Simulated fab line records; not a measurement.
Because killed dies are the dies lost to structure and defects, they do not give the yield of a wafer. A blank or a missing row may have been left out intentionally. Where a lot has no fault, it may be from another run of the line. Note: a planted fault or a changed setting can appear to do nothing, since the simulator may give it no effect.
Chamber matching :: flow gf180mcu :: cmp-02 running GF_CONTACT_CMP_27: 4 sister chambers
The step polishes, stops on SiO2, t overpolish 15 s, target thk 0 nm. 4 wafers are shown with their chamber, then 10 later ones without.

WAFERS PAIRED WITH THEIR CHAMBERS
wafer: L241.5
chamber: 2
motor-current-A (A): 14.4

wafer: L241.6
chamber: 3
motor-current-A (A): 13.8

wafer: L244.1
chamber: 1
motor-current-A (A): 8.5

wafer: L244.2
chamber: 0
motor-current-A (A): 12.9

WAFERS WITH NO CHAMBER GIVEN
wafer: L244.4
motor-current-A (A): 14.1

wafer: L245.1
motor-current-A (A): 12.9

wafer: L245.2
motor-current-A (A): 8.7

wafer: L245.4
motor-current-A (A): 13.7

wafer: L252.1
motor-current-A (A): 12.9

wafer: L252.3
motor-current-A (A): 8.9

wafer: L252.6
motor-current-A (A): 7.9

wafer: L255.1
motor-current-A (A): 12.7

wafer: L255.2
motor-current-A (A): 8.6

wafer: L255.4
motor-current-A (A): 13.8

WHICH CHAMBER EACH ONE RAN IN
wafer: L244.4
from the rows above: can't be placed: 3 or 2
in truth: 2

wafer: L245.1
from the rows above: 0
in truth: 0

wafer: L245.2
from the rows above: 1
in truth: 1

wafer: L245.4
from the rows above: 3
in truth: 3

wafer: L252.1
from the rows above: 0
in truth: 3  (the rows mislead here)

wafer: L252.3
from the rows above: 1
in truth: 1

wafer: L252.6
from the rows above: 1
in truth: 1

wafer: L255.1
from the rows above: 0
in truth: 0

wafer: L255.2
from the rows above: 1
in truth: 1

wafer: L255.4
from the rows above: 3
in truth: 3
Correctly placed: 8 of 10. Not placeable from these rows: 1 (in 1, the candidates include the true chamber). 1 placed wrongly.
How it was worked out, from the rows above alone: a wafer's distance from a chamber is the root of the sum, over the readings, of the square of ((its reading less the chamber's mean) divided by the reading's scatter). The wafer belongs to the nearest chamber; if the next one is less than 2 further off, it can't be placed. Each chamber's mean is taken over the wafers shown for it. The scatter: root of mean squared gap, hidden wafer to nearest shown wafer, with one shown wafer a chamber.
